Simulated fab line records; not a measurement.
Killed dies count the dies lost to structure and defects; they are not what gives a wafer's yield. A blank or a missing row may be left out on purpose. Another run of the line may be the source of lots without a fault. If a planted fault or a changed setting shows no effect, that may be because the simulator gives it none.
One fault seen from 2 desks ; flow sky130 ; each desk has only its own numbers; what lay behind them comes last

## METROLOGY DESK
What the gauges read, lot by lot, whatever tool the lot ran on: means of the sampled wafers that have a number. The brackets show how far a lot's mean lies from the usual mean; more than 4 standard deviations puts the lot out of limits, marked OUT.
Columns: A = cd nm at SKY_SD_N_CD_MEAS_07, usual 380.3 nm; B = LI_CONTACT_W_RS at SKY_LI_CONTACT_RS_MEAS_22, usual 0.284 ohm/sq
lot;first seen here;A;B
L719;day 29 21:07;383.3;0.286
L720;day 30 01:25;382.7;0.286
L722;day 30 12:46;376.2;0.285
L724;day 31 05:56;379.9;0.282
L725;day 31 15:31;383.4;0.285
L726;day 31 23:53;378.3;0.282
L727;day 32 06:17;381.8;0.283
L728;day 32 19:35;380.7;0.284
L729;day 32 21:08;379.6;0.287
L731;day 33 06:53;381.1;0.285
L732;day 33 12:17;383.0;0.285
L733;day 33 19:10;386.4;0.285
L734;day 34 07:44;388.2;0.280
Result from this desk: across the 13 lots, nothing is out of limits.

## TOOL OWNER'S DESK, litho track-04
The tool's own readings at SKY_SD_N_DEVELOP_06 (develop time 60 s): means of the sampled wafers that have a number, for each lot that ran on this tool. The brackets show how far a lot's mean lies from the usual mean; more than 4 standard deviations puts the lot out of limits, marked OUT.
Columns: A = developer temp C at SKY_SD_N_DEVELOP_06, usual 22.97 C
lot;first seen here;A
L722;day 30 12:37;23.11
L725;day 31 15:22;22.95
L728;day 32 19:26;23.02
L731;day 33 06:44;22.93
L733;day 33 19:01;20.57 (-24) OUT
L734;day 34 07:35;20.74 (-22) OUT
This desk finds L733, L734 out of limits, L733 being first, at day 33 19:01 (developer temp C at SKY_SD_N_DEVELOP_06). Within limits: L722, L725, L728, L731.

## BROUGHT TOGETHER
The tool owner's desk could have raised an alarm at day 33 19:01, on L733, L734.
Nothing out of limits was seen by the metrology desk.
The metrology desk holds a record of L733, L734, inside its limits.
Of the lots named, all ran SKY_SD_N_DEVELOP_06 on litho track-04.

## WHAT THE SIMULATOR PUT IN
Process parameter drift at SKY_SD_N_DEVELOP_06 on litho track-04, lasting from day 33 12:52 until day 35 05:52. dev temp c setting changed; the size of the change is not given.
Shown lots that were struck: L733, L734.
Delay in hours, fault start to first out-of-limits reading, by desk: the tool owner's desk at 6.
